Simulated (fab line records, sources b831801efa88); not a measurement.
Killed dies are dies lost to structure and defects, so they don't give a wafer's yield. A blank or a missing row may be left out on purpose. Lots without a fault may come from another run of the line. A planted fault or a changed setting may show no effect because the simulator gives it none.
Problem report in the 8D (eight disciplines) form, filled by code | flow sky130 | the parts of the form that need people (team, actions taken, sign-off) are left out

1. THE PROBLEM
rf_fwd_power_W at SKY_LOCAL_INTERCONNECT_METAL_ETCH_14 reads a mean of 753 W on 5 wafers of 2 lots; wafers without a fault read 890 W with a standard deviation of 3.4. That is -40 standard deviations from the usual mean.
The step: etches TiN in Cl2/BCl3, stops on PSG, target depth 110 nm, time 31.4 s.
First seen on wafer L710.3, day 37 06:49, on rie_metal-03. The record holds 36 wafers of 12 lots with a number at this step. Rule for "out", or "out of limits": more than 4 standard deviations from the usual mean. The other wafers with a number count as sound.

2. WHAT IT IS AND WHAT IT IS NOT
question                    | is                                     | is not
which readings at this step | rf_fwd_power_W, oes_product_au         | bcl3_flow_sccm, drypump_motor_current_A
which lots                  | L710, L711                             | L688, L692, L693, L694, L698, L699, L700, L701, L702, L703
which wafers of those lots  | L710.3, L710.5, L711.3, L711.4, L711.5 | L710.4
read on which tools         | rie_metal-03                           | rie_metal-04
when                        | from day 37 06:49                      | up to then (31 sound wafers)

3. SUSPECTS, AND WHAT RULES EACH OUT
Counting: a tool at a process step up to the reading stays a suspect if it ran every lot that is out. Sound lots after the first of them don't rule it out here, since some wafers of a struck lot are sound.
- rie_metal-03 at SKY_LOCAL_INTERCONNECT_METAL_ETCH_14 (etches TiN in Cl2/BCl3, stops on PSG, target depth 110 nm, time 31.4 s): kept. It ran every lot that is out, first L710 (day 37 06:49); its last sound lot up to then is L703 (day 35 18:44). Its own readings are out on those wafers: oes_product_au, rf_fwd_power_W.
- Within rie_metal-03 at SKY_LOCAL_INTERCONNECT_METAL_ETCH_14: the wafers that are out ran in chamber 0; their sound lot-mates ran in chamber 1.
Left after counting: rie_metal-03 at SKY_LOCAL_INTERCONNECT_METAL_ETCH_14.

4. THE CAUSE (what the simulator had put in)
Process parameter drift: rie_metal-03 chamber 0, from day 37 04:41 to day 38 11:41, at SKY_LOCAL_INTERCONNECT_METAL_ETCH_14. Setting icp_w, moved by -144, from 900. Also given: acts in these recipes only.
Counting left only this tool.

5. THE CHAIN OF EFFECTS, in route order
Each row: a reading whose mean over the struck wafers that have a number lies more than 3 standard deviations from the usual. Only readings for which the record gives a usual standard deviation are gone through. hours: the time from each lot's start at the first step in this table that gives one to its start at this step, as a median over the lots. sigmas: the change in usual standard deviations.
hours | step                                 | reading            | usual      | on struck wafers | change | sigmas
0     | SKY_LOCAL_INTERCONNECT_METAL_ETCH_14 | oes_product_au     | 0.941 a.u. | 0.905            | -0.036 | -4.2
0     | SKY_LOCAL_INTERCONNECT_METAL_ETCH_14 | rf_fwd_power_W     | 890 W      | 753              | -137   | -40
322   | SKY_PAD_OPEN_PROBE_99                | killed_at_contacts | 25         | 434              | +409   | +72
322   | SKY_PAD_OPEN_PROBE_99                | killed_dies        | 86         | 492              | +406   | +44
322   | SKY_PAD_OPEN_PROBE_99                | killed_on_rim      | 17         | 96               | +79    | +20
The process steps in it:
- SKY_LOCAL_INTERCONNECT_METAL_ETCH_14: etches TiN in Cl2/BCl3, stops on PSG, target depth 110 nm, time 31.4 s.
- SKY_PAD_OPEN_PROBE_99

6. WHAT WOULD HAVE CAUGHT IT SOONER
In this record the first reading out of limits was taken at day 37 06:49, 2 hours after the fault began at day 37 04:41.
